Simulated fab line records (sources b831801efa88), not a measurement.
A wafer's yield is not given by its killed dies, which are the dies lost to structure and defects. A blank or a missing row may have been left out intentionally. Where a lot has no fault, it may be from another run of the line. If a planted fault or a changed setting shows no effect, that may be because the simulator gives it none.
Comparing a struck lot with a sound one | flow sky130 | 17 steps out of a route of 708
Sound: the wafers L142.2, L142.3, L142.5. Struck: wafers L147.1, L147.4, L147.5. The cause is named last.
At each step with rows: each side's tool, then ch and its chambers, then its first start. Under that, the readings that differ: sound wafers | struck wafers | difference of the means | sigmas: that difference in standard deviations of wafers without a fault.
alike: readings whose means differ by less than 2 such deviations, and words and numbers that are the same on both sides. not compared: withheld readings, readings that some wafer has no value for, bounds like >300 that may hide the same value, and numbers for which the record gives no deviation and whose values overlap.
Wherever a step has rows on one side only, a row that says differs or no value, or a row with sigmas, the two part there. Non-overlapping numbers with no deviation appear without sigmas and do not part them. Lack of a reading on every wafer of one side parts them only where that side has two or more wafers.

first, 1 step without rows for these wafers: SKY_VT_ADJUST_LVTN_IMPLANT_19.
SKY_VT_ADJUST_LVTN_STRIP_20: strips in O2/N2.
  sound on plasma_asher-02 ch 0,1, day 8 12:29; struck on plasma_asher-04 ch 0,1, day 9 21:59
  reading                      | sound             | struck            | difference | sigmas
  strip_time_to_endpoint_s (s) | 14.14 14.16 14.16 | 14.26 14.26 14.23 | +0.10      | +2
  alike: drypump_motor_current_A, oes_product_au
  not compared: rf_hours_counter_h
SKY_VT_ADJUST_LVTN_TW_MEAS_21:
  sound: film_metro-02 at day 8 12:35; struck: film_metro-03 at day 9 22:05
  alike: VT_ADJUST_LVTN_2_TW
then, 7 steps without rows for these wafers: SKY_VT_ADJUST_NCORE_DEHYDRATE_00 (time 60 s); SKY_VT_ADJUST_NCORE_HMDS_01 (prime time 60 s); SKY_VT_ADJUST_NCORE_COAT_02 (resist thk 1140 nm); SKY_VT_ADJUST_NCORE_SOFTBAKE_03 (time 60 s); SKY_VT_ADJUST_NCORE_EXPOSE_04 (exposes mask LVTN COMPLEMENT THIN, target cd 380 nm); SKY_VT_ADJUST_NCORE_PEB_05; SKY_VT_ADJUST_NCORE_DEVELOP_06 (develop time 60 s).
SKY_VT_ADJUST_NCORE_CD_MEAS_07: target cd 380 nm.
  sound: cd_sem-02 at day 9 08:41; struck: cd_sem-02 at day 10 19:50
  alike: cd_nm
SKY_VT_ADJUST_NCORE_OVL_MEAS_08:
  sound: overlay-02 at day 9 08:48; struck: overlay-02 at day 10 19:57
  alike: VT_ADJUST_NCORE_OVL
SKY_VT_ADJUST_NCORE_IMPLANT_09:
  sound on implanter-04 ch 0, day 9 08:51; struck on implanter-04 ch 0, day 10 19:59
  reading            | sound                           | struck                        | difference | sigmas
  dose_ions_cm2      | 2.3974e+12 2.399e+12 2.3983e+12 | 2.443e+11 2.412e+11 2.424e+11 | -2.156e+12 | -99 or more
  faraday_current_uA | 13.36 13.73 13.65               | 1.39 1.36 1.37                | -12.21     | -45
  alike: beam_energy_keV
SKY_VT_ADJUST_NCORE_STRIP_10: strips in O2/N2.
  sound on plasma_asher-02 ch 0,1, day 9 08:59; struck on plasma_asher-02 ch 0,1, day 10 20:08
  alike: drypump_motor_current_A, oes_product_au, strip_time_to_endpoint_s
  not compared: rf_hours_counter_h
SKY_VT_ADJUST_NCORE_TW_MEAS_11:
  sound: film_metro-04 at day 9 09:05; struck: film_metro-04 at day 10 20:14
  reading            | sound             | struck            | difference | sigmas
  VT_ADJUST_NCORE_TW | 218.6 218.5 218.1 | 117.0 118.2 117.3 | -100.9     | -99 or more
then, 1 step without rows for these wafers: SKY_VT_ADJUST_HVTR_DEHYDRATE_00 (time 60 s).
-- here the record skips 37 days between the struck wafers' starts before and after, leaving off in module VT_ADJUST_HVTR and picking up in module PAD_OPEN (first step shown: number 708 of the route) --
SKY_PAD_OPEN_PROBE_99:
  sound: prober-01 at day 46 16:55; struck: prober-02 at day 47 15:57
  reading                                    | sound                         | struck                        | difference | sigmas
  model.etest.pfet_16v.r_on_ohm_um           | 1.519e+04 1.498e+04 1.503e+04 | 1.859e+04 1.865e+04 1.859e+04 | +3.543e+03 |
  model.etest.nfet_16v.r_on_ohm_um           | 1.4e+04 1.391e+04 1.384e+04   | 1.159e+04 1.14e+04 1.134e+04  | -2.473e+03 |
  model.etest.pfet_g5v0d10v5.r_on_ohm_um     | 4692 4673 4605                | 6078 5988 6083                | +1393      |
  model.etest.tip_p.rs_ohm_sq                | 6803 6801 6799                | 7551 7606 7593                | +782       |
  model.etest.pfet_01v8.r_on_ohm_um          | 2918 2891 2894                | 3343 3398 3397                | +478       |
  model.etest.res_pwell_under_gate.rs_ohm_sq | 2272 2271 2273                | 2569 2604 2568                | +308       |
  model.etest.nfet_g5v0d10v5.r_on_ohm_um     | 1848 1851 1850                | 1675 1652 1662                | -187       |
  model.etest.tip_p_5v.rs_ohm_sq             | 2831 2838 2846                | 3091 3078 3078                | +244       |
  alike: killed_at_M0_to_M3, killed_at_M4_up, killed_at_contacts, killed_at_front_end, killed_at_other, killed_dies, killed_open, killed_short

WHERE THEY PART
First at SKY_VT_ADJUST_LVTN_STRIP_20; last, within this record, at SKY_VT_ADJUST_NCORE_TW_MEAS_11. Later steps at which nothing parts them and some readings are alike: SKY_PAD_OPEN_PROBE_99.

WHY: what the simulator had put in
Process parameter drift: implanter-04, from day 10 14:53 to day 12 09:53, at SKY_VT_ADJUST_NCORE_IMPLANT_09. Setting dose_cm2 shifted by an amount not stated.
